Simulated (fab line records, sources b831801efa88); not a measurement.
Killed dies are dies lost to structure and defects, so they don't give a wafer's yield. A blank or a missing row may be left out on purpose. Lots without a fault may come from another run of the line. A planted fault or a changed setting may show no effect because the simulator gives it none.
fab line records | flow gf180mcu
record lots=10 wafers=28 last_day=34
route steps=602 shown STI@15 SAB@277 V1@352 V3@447
lots that met no fault: from a run of the same line without faults
start_h: hours from the record's first day to the start of the lot's first wafer shown | wait_h: hours since the lot's step before | " the same as in the row above | L1.1+2: a row that stands for several wafers | - no value, or no start given | * or withheld: withheld | < > ~ a bound
route shown NAME@n: a module of which the file shows steps, and the number in the route of the first | usual: mean/standard deviation of fault-free wafers | same: alike in all rows | chamber/n: place in a boat | sites: the reading at each site | _std_site: their standard deviation | _edge_site: outer sites' mean less inner sites' | radius_mm: how far each site lies from the wafer's centre | mask NAME#n: copy n | behind: the tool/chamber that last shaped the wafer | hold: why the lot was held/for how many hours/how that ended | device: the transistor (n, p or np) that didn't switch | end of line: the same wafers' tests at the end of the route | a step without rows: its recipe alone | killed: dies lost to structure and defects at the first sort, not the wafer's yield | map: a wafer's dies, x killed, . not, _ none there
set.NAME: the setting as run; set.NAME@STEP: as run at that earlier step | model.NAME: the simulator's own value behind a step, which no gauge read
steps of the route over a sample of lots; a table a step, a row a wafer
services: from which hour (start_h, from the record's first day; less than 0 if before it) a tool's chamber was out of use, for how many hours, and why
## steps
# step GF_STI_ETCH_14
# recipe target=Si chemistry=HBr/Cl2/O2 target_depth_nm=360 icp_w=600 bias_w=150 pressure_mtorr=15 HBr_flow_sccm=150 Cl2_flow_sccm=40 O2_flow_sccm=6 time_s=102.9
# usual drypump_motor_current_A=5.9/0.36 oes_product_au=1.006/0.01 throttle_valve_pct=25.653/0.011
# columns lot.wafer tool chamber start_h wait_h drypump_motor_current_A oes_product_au rf_hours_counter_h throttle_valve_pct
L740.3 rie_si-02 2 25.87 0.0 5.9 0.993 57 25.672
L740.5 " 2 " " 5.9 0.990 - 25.662
L740.6 " 3 " " 6.5 1.011 - 25.649
L741.2 rie_si-01 0 31.44 0.0 5.6 1.008 66 25.625
L741.3 " 3 " " 6.2 1.013 58 25.640
L741.4 " 1 " " 5.7 1.012 0 25.635
L743.2 rie_si-01 3 41.49 0.0 6.3 1.019 58 25.642
L743.3 " 0 " " 5.6 1.017 66 25.633
L743.6 " 3 " " 6.3 1.003 - 25.649
L748.3 rie_si-02 1 67.49 0.0 5.5 0.999 61 25.673
L748.4 " 1 " " 5.5 0.811 - 25.795
L749.2 rie_si-02 2 74.19 0.0 5.9 1.007 58 25.651
L749.4 " 2 " " 5.9 0.788 - 25.790
L752.2 rie_si-01 2 86.89 0.0 5.5 0.995 71 25.661
L752.4 " 3 " " 6.2 1.013 59 25.671
L752.5 " 0 " " 5.6 1.005 - 25.650
L753.1 rie_si-01 1 93.39 0.0 5.7 1.009 1 25.658
L753.2 " 0 " " 5.6 1.016 67 25.656
L753.3 " 2 " " 5.5 0.988 71 25.648
L754.1 rie_si-01 0 97.30 0.0 5.6 1.010 67 25.649
L754.3 " 3 " " 6.3 1.011 59 25.651
L754.5 " 0 " " 5.6 1.003 - 25.661
L760.2 rie_si-01 3 128.93 0.0 6.3 1.020 59 25.659
L760.4 " 1 " " 5.7 1.000 1 25.656
L760.5 " 0 " " 5.6 1.018 - 25.656
L763.1 rie_si-02 1 143.90 0.0 5.5 1.002 62 25.674
L763.4 " 3 " " 6.5 1.010 133 25.641
L763.6 " 0 " " 5.6 1.013 - 25.625
# step GF_STI_STRIP_15
# recipe chemistry=O2/N2 power_w=1400 pressure_mtorr=1500 platen_temp_c=250 o2_flow_sccm=3000 n2_flow_sccm=300 overash_fraction=0.5
# usual drypump_motor_current_A=5.73/0.23 heater_power_w=327/34 o2_flow_sccm=2999/8.3 oes_product_au=0.383/0.0043 platen_temp_c=250.04/0.17 strip_time_to_endpoint_s=3.70/0.048
# columns lot.wafer tool chamber start_h wait_h drypump_motor_current_A heater_power_w o2_flow_sccm oes_product_au platen_temp_c rf_hours_counter_h strip_time_to_endpoint_s
L740.3 plasma_asher-01 1 25.98 0.1 5.29 277 3006 0.382 250.02 - 3.65
L740.5 " 0 " " 6.21 378 3005 0.380 250.18 - 3.83
L740.6 " 1 " " 5.29 265 3003 0.381 249.81 - 3.68
L741.2 plasma_asher-04 1 31.51 0.0 5.67 307 2997 0.387 250.22 26 3.69
L741.3 " 0 " " 5.65 324 2999 0.379 250.37 - 3.66
L741.4 " 1 " " 5.66 299 2999 0.389 250.24 - 3.69
L743.2 plasma_asher-04 0 41.56 0.0 5.64 321 3001 0.385 250.37 27 3.66
L743.3 " 0 " " 5.64 322 2997 0.383 250.28 - 3.69
L743.6 " 1 " " 5.65 302 3015 0.383 250.09 - 3.75
L748.3 plasma_asher-04 1 67.60 0.1 5.65 304 2991 0.384 250.04 - 3.68
L748.4 " 0 " " 5.64 326 3002 0.396 249.65 - 4.07
L749.2 plasma_asher-03 0 74.26 0.0 5.88 312 2988 0.387 250.10 31 3.68
L749.4 " 1 " " 5.79 363 3005 0.391 249.96 - 4.04
L752.2 plasma_asher-03 1 86.97 0.0 5.80 369 2990 0.381 250.18 32 3.71
L752.4 " 1 " " 5.80 365 2985 0.382 250.02 - 3.73
L752.5 " 1 " " 5.78 364 2986 0.384 250.00 - 3.69
L753.1 plasma_asher-01 0 93.46 0.0 6.22 382 3008 0.382 249.85 44 3.73
L753.2 " 1 " " 5.27 274 2995 0.385 250.14 44 3.68
L753.3 " 1 " " 5.29 270 2989 0.382 249.98 - 3.69
L754.1 plasma_asher-03 1 97.38 0.0 5.79 371 2989 0.391 250.07 33 3.81
L754.3 " 1 " " 5.80 366 2973 0.382 249.94 - 3.74
L754.5 " 0 " " 5.87 320 3024 0.387 249.80 - 3.76
L760.2 plasma_asher-01 0 129.01 0.0 6.18 377 3002 0.379 250.15 48 3.70
L760.4 " 0 " " 6.21 387 2994 0.381 249.99 - 3.68
L760.5 " 0 " " 6.19 379 3006 0.387 249.93 - 3.69
L763.1 plasma_asher-04 0 143.98 0.0 5.64 333 2989 0.384 250.04 38 3.69
L763.4 " 1 " " 5.64 303 2988 0.385 249.84 - 3.70
L763.6 " 1 " " 5.64 294 3000 0.389 250.20 - 3.68
# step GF_SAB_STRIP_13
# recipe chemistry=O2/N2 power_w=1400 pressure_mtorr=1500 platen_temp_c=250 o2_flow_sccm=3000 n2_flow_sccm=300 overash_fraction=0.5
# usual drypump_motor_current_A=5.72/0.22 heater_power_w=327/34 o2_flow_sccm=3000/9.3 oes_product_au=0.710/0.0043 platen_temp_c=249.99/0.19 strip_time_to_endpoint_s=12.60/0.04
# columns lot.wafer tool chamber start_h wait_h drypump_motor_current_A heater_power_w o2_flow_sccm oes_product_au platen_temp_c rf_hours_counter_h strip_time_to_endpoint_s
L740.3 plasma_asher-04 1 339.93 0.0 5.65 291 3007 0.712 250.28 - 12.54
L740.5 " 0 " " 5.68 335 3004 0.712 249.84 - 12.62
L740.6 " 1 " " 5.64 305 2993 0.709 250.05 - 12.57
L741.2 plasma_asher-01 0 352.36 0.0 6.20 375 2994 0.714 249.97 74 12.56
L741.3 " 0 " " 6.21 376 2999 0.705 250.02 - 12.55
L741.4 " 1 " " 5.30 272 3002 0.711 249.93 - 12.52
L743.2 plasma_asher-03 0 372.27 0.0 5.85 323 2993 0.707 249.97 27 12.60
L743.3 " 1 " " 5.81 374 3002 0.707 250.01 - 12.59
L743.6 " 1 " " 5.79 378 3000 0.715 250.23 - 12.60
L748.3 plasma_asher-04 1 415.50 0.0 5.63 304 2989 0.701 249.86 - 12.58
L748.4 " 0 " " 5.62 331 3003 0.715 250.05 - 12.58
L749.2 plasma_asher-04 0 432.05 0.0 5.67 329 2998 0.717 250.08 67 12.61
L749.4 " 1 " " 5.64 298 3007 0.711 249.83 - 12.60
L752.2 plasma_asher-03 0 448.76 0.0 5.85 323 2998 0.707 250.00 35 12.59
L752.4 " 1 " " 5.80 375 3002 0.706 249.66 - 12.60
L752.5 " 1 " " 5.79 378 2998 0.717 249.60 - 12.57
L753.1 plasma_asher-03 1 457.70 0.0 5.81 373 2999 0.707 250.08 36 12.62
L753.2 " 0 " " 5.88 322 2986 0.708 249.91 36 12.62
L753.3 " 0 " " 5.85 326 2979 0.714 250.10 - 12.65
L754.1 plasma_asher-03 1 470.39 0.0 5.80 372 3000 0.709 249.92 37 12.63
L754.3 " 1 " " 5.77 380 2982 0.712 249.64 - 12.65
L754.5 " 0 " " 5.85 323 3005 0.711 249.67 - 12.63
L760.2 plasma_asher-03 1 517.55 0.0 5.80 370 2997 0.697 250.42 42 12.62
L760.4 " 0 " " 5.87 321 3001 0.705 250.01 - 12.63
L760.5 " 0 " " 5.85 323 2988 0.701 249.88 - 12.63
L763.1 plasma_asher-04 0 537.59 0.0 5.67 324 3004 0.716 250.18 78 12.64
L763.4 " 0 " " 5.68 329 2988 0.705 250.12 - 12.67
L763.6 " 0 " " 5.66 321 2978 0.709 249.82 - 12.60
# step GF_V1_ETCH_17
# recipe chemistry=C4F8/O2/Ar mask_material=KrF target=SiO2 stop_on=TiN source_w=1500 bias_w=1200 pressure_mtorr=40 c4f8_flow_sccm=withheld O2_flow_sccm=6 Ar_flow_sccm=300 time_s=withheld target_depth_a=6300
# usual oes_product_au=0.855/0.0049
# columns lot.wafer tool chamber start_h wait_h oes_product_au
L740.3 rie_diel-02 3 - - 0.861
L740.5 " 3 " " 0.855
L740.6 " 2 " " 0.852
L741.2 rie_diel-04 1 - - 0.854
L741.3 " 3 " " 0.858
L741.4 " 0 " " 0.851
L743.2 rie_diel-04 1 - - 0.863
L743.3 " 0 " " 0.856
L743.6 " 0 " " 0.864
L748.3 rie_diel-04 0 - - 0.854
L748.4 " 3 " " 0.850
L749.2 rie_diel-01 3 - - 0.853
L749.4 " 1 " " 0.849
L752.2 rie_diel-02 1 - - 0.857
L752.4 " 0 " " 0.854
L752.5 " 0 " " 0.862
L753.1 rie_diel-04 0 - - 0.850
L753.2 " 3 " " 0.863
L753.3 " 1 " " 0.855
L754.1 rie_diel-04 1 - - 0.861
L754.3 " 3 " " 0.861
L754.5 " 0 " " 0.856
L760.2 rie_diel-04 1 - - 0.852
L760.4 " 3 " " 0.851
L760.5 " 3 " " 0.857
L763.1 rie_diel-01 2 - - 0.856
L763.4 " 0 " " 0.858
L763.6 " 3 " " 0.856
# step GF_V3_STRIP_18
# recipe chemistry=O2/N2 power_w=1400 pressure_mtorr=1500 platen_temp_c=250 o2_flow_sccm=3000 n2_flow_sccm=300 overash_fraction=0.5
# usual drypump_motor_current_A=5.66/0.29 heater_power_w=353/32 o2_flow_sccm=2999/7.8 oes_product_au=0.592/0.0051 platen_temp_c=250.02/0.18
# columns lot.wafer tool chamber start_h wait_h drypump_motor_current_A heater_power_w o2_flow_sccm oes_product_au platen_temp_c rf_hours_counter_h
L740.3 plasma_asher-03 1 515.88 - 5.79 382 3006 0.587 249.81 -
L740.5 " 1 " " 5.81 372 3001 0.583 249.98 -
L740.6 " 0 " " 5.86 327 2997 0.589 249.98 -
L741.2 plasma_asher-03 0 527.26 - 5.87 326 3000 0.592 250.08 43
L741.3 " 1 " " 5.77 384 2995 0.601 250.03 -
L741.4 " 0 " " 5.87 318 2997 0.588 250.01 -
L743.2 plasma_asher-04 1 549.96 - 5.66 298 2985 0.593 249.93 79
L743.3 " 1 " " 5.66 303 2991 0.589 250.25 -
L743.6 " 1 " " 5.65 310 2983 0.592 249.74 -
L748.3 plasma_asher-03 0 590.35 - 5.87 321 3000 0.595 250.38 -
L748.4 " 1 " " 5.78 377 2989 0.601 250.21 -
L749.2 plasma_asher-02 0 605.21 - 4.99 374 2988 0.588 249.83 18
L749.4 " 0 " " 5.00 377 2985 0.588 249.73 -
L752.2 plasma_asher-03 0 620.87 - 5.88 325 2989 0.581 249.89 52
L752.4 " 0 " " 5.85 325 2984 0.592 249.90 -
L752.5 " 0 " " 5.87 321 2995 0.589 250.13 -
L753.1 plasma_asher-03 0 625.79 - 5.86 320 2984 0.590 250.03 53
L753.2 " 1 " " 5.79 379 3005 0.593 250.25 53
L753.3 " 0 " " 5.87 317 2997 0.586 249.94 -
L754.1 plasma_asher-02 1 636.07 - 5.79 406 3002 0.595 250.15 21
L754.3 " 0 " " 5.02 367 3003 0.591 249.70 -
L754.5 " 1 " " 5.79 406 2991 0.593 250.28 -
L760.2 plasma_asher-02 0 674.49 - 5.02 371 2988 0.580 249.76 25
L760.4 " 1 " " 5.78 393 3000 0.595 249.69 -
L760.5 " 1 " " 5.79 400 3015 0.587 249.84 -
L763.1 plasma_asher-04 1 691.67 - 5.63 302 2987 0.588 250.27 94
L763.4 " 1 " " 5.64 306 2988 0.592 250.00 -
L763.6 " 0 " " 5.64 320 2988 0.595 250.05 -
## services
# columns tool chamber start_h hours kind
plasma_asher-04 - 21.43 0.9 repair
rie_si-01 - 44.70 0.1 repair
plasma_asher-03 - 108.79 9.0 pm
plasma_asher-03 - 108.84 3.5 repair
rie_diel-04 2 117.38 21.9 repair
rie_diel-04 1 150.01 8.6 repair
plasma_asher-04 - 164.07 2.4 repair
rie_diel-04 - 231.06 0.4 repair
rie_diel-04 1 236.91 11.4 repair
rie_diel-04 2 252.77 10.6 repair
plasma_asher-04 - 284.91 4.1 repair
plasma_asher-03 - 301.96 2.8 pm
rie_diel-04 1 346.00 1.3 repair
rie_diel-04 2 370.34 3.4 repair
rie_diel-04 0 373.90 12.9 repair
rie_diel-04 2 380.60 8.0 repair
rie_diel-04 - 404.52 2.8 pm
rie_diel-04 2 410.42 4.2 repair
rie_diel-04 3 435.06 4.3 repair
plasma_asher-04 - 476.55 2.8 pm
rie_si-01 1 525.02 89.4 repair
rie_si-01 - 569.43 0.4 repair
rie_si-01 3 629.12 45.7 repair
rie_si-01 - 659.48 0.2 repair
## key
first_sign step=GF_STI_ETCH_14 reading=oes_product_au direction=down sigmas=20 usual=1.006 struck=0.799
effect step=GF_STI_ETCH_14 reading=throttle_valve_pct direction=up sigmas=12 usual=25.653 struck=25.792
effect step=GF_STI_STRIP_15 reading=strip_time_to_endpoint_s direction=up sigmas=7.3 usual=* struck=*
met_at GF_STI_ETCH_14
struck_lots L748,L749
struck_wafers L748.4,L749.4
tester_left_out L748,L749
not_acting_at GF_SAB_STRIP_13,GF_V1_ETCH_17,GF_V3_STRIP_18
onset_between 25.87 67.49
fault kind=process_parameter_drift tool=rie_si-02 chamber=- onset_h=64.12 steps=GF_STI_ETCH_14 channel=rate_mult offset=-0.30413 shape=step end_h=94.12 scope=struck_wafers_only
# tester_left_out: of these lots the tester's yield and bins aren't shown, on N5 and GAA mostly nor the transistor test; their killed dies are dies lost to structure and defects alone, not to doping, threshold or leakage, so they don't give the yield
